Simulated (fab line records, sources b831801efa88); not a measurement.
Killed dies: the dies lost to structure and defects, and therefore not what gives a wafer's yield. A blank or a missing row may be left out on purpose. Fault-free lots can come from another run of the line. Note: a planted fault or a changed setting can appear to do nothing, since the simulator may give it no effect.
Struck lot and sound lot, side by side ; flow gf180mcu ; 17 steps out of a route of 602
Sound: wafers L690.3, L690.4, L690.6. Struck: wafers L684.3, L684.5, L684.6. Last of all comes the cause.
Per side, at each step with rows, come the tool, then ch with its chambers, and then its first start. Under that, the readings that differ: sound wafers ; struck wafers ; difference of the means ; sigmas: that difference in standard deviations of wafers without a fault.
alike: words and numbers the same on both sides, and readings whose means are apart by under 2 such deviations; not compared: readings that were withheld, readings missing a value for some wafer, numbers with overlapping values and no deviation given by the record, and bounds like >300 which may hide the same value.
The two part at a step that has a row with sigmas, a row that says differs or no value, or rows on one side only. When numbers do not overlap yet have no deviation, they are printed without sigmas and do not part them. A reading missing from all wafers of one side parts the sides only when that side holds two or more wafers.

first, 4 steps without rows for these wafers: GF_SAB_SOFTBAKE_05 (time 60 s); GF_SAB_EXPOSE_06 (exposes mask SAB, target cd 420 nm); GF_SAB_PEB_07; GF_SAB_DEVELOP_08 (develop time 60 s).
GF_SAB_CD_MEAS_09: target cd 420 nm.
  struck on cdSem-01, day 19 11:07; sound on cdSem-02, day 21 19:29
reading;sound;struck;difference;sigmas
cdNm (nm);420.6 421.0 420.0;414.6 415.9 417.7;-4.5;-2
GF_SAB_OVL_MEAS_10:
  struck on overlay-02, day 19 11:12; sound on overlay-02, day 21 19:35
  alike: SAB_OVL
GF_SAB_ETCH_11: etches SiO2 in C4F8/O2/Ar, target depth 55 nm, time 8.5 s.
  sound on rieDiel-04 ch 2,3, day 21 19:36; struck on rieDiel-01 ch 1,2,3, day 19 11:13
  alike: oesProductAu, rfFwdPowerW
  not compared: rfHoursCounterH
then, 1 step without rows for these wafers: GF_SAB_WET_ETCH_12 (etches SiO2 in dHF, target depth 22 nm, time 440 s).
GF_SAB_STRIP_13: strips in O2/N2.
  sound on plasmaAsher-03 ch 0,1, day 21 19:47; struck on plasmaAsher-03 ch 0,1, day 19 11:25
  alike: drypumpMotorCurrentA, heaterPowerW, n2FlowSccm, oesProductAu, stripTimeToEndpointS
  not compared: rfHoursCounterH
then, 2 steps without rows for these wafers: GF_SALICIDE_CLEAN_00 (cleans in SC1/SC2, time 150 s); GF_SALICIDE_WET_ETCH_01 (etches SiO2 in dHF, target depth 5 nm, time 100 s).
GF_SALICIDE_SPUTTER_02: material Co, target thk 10 nm, time 20 s.
  struck on pvdSputter-01, day 19 11:34; sound on pvdSputter-03, day 21 19:56
  alike: cathodeDcPowerW, throttleValvePct
GF_SALICIDE_SPUTTER_03: material TiN, target thk 20 nm, time 16.7 s.
  struck on pvdSputter-01, day 19 11:35; sound on pvdSputter-03, day 21 19:58
reading;sound;struck;difference;sigmas
cathodeDcPowerW (W);6500.6 6499.3 6499.0;6323.3 6323.8 6322.5;-176.4;-99 or more
model.TiN_of_SALICIDE_SPUTTER_03.thkNm (nm);20.35 20.17 20.22;19.6 19.46 19.5;-0.7;
  alike: throttleValvePct
GF_SALICIDE_RS_MEAS_04: measures by four-point-probe.
  struck on filmMetro-03, day 19 11:40; sound on filmMetro-02, day 21 20:02
reading;sound;struck;difference;sigmas
SALICIDE_TIN_RS (ohm/sq);15.8 16.1 16.2;16.8 17.1 17.1;+1.0;+3
GF_SALICIDE_THK_MEAS_05: measures by xrf.
  struck on filmMetro-03, day 19 11:46; sound on filmMetro-02, day 21 20:08
reading;sound;struck;difference;sigmas
SALICIDE_TIN_THK (nm);20.82 20.62 20.64;19.78 19.81 19.66;-0.94;-3
GF_SALICIDE_RTA_06: time 30 s.
  sound on rtpAnneal-02 ch 0, day 21 20:13; struck on rtpAnneal-02 ch 0, day 19 11:50
  alike: lampPowerPct, wafer_temp_C_max
-- the record jumps here: 13 days lie between the struck wafers' starts before and after (it left off in module SALICIDE and takes up again in module PASSIVATION, whose first step shown is number 602 of the route) --
GF_PASSIVATION_PROBE_99:
  the record has rows for the struck wafers here (prober-02, day 32 11:30) and none for the sound ones

WHERE THEY PART
Earliest at GF_SAB_CD_MEAS_09; latest, in this record, at GF_PASSIVATION_PROBE_99.

WHY: whatever the simulator had introduced
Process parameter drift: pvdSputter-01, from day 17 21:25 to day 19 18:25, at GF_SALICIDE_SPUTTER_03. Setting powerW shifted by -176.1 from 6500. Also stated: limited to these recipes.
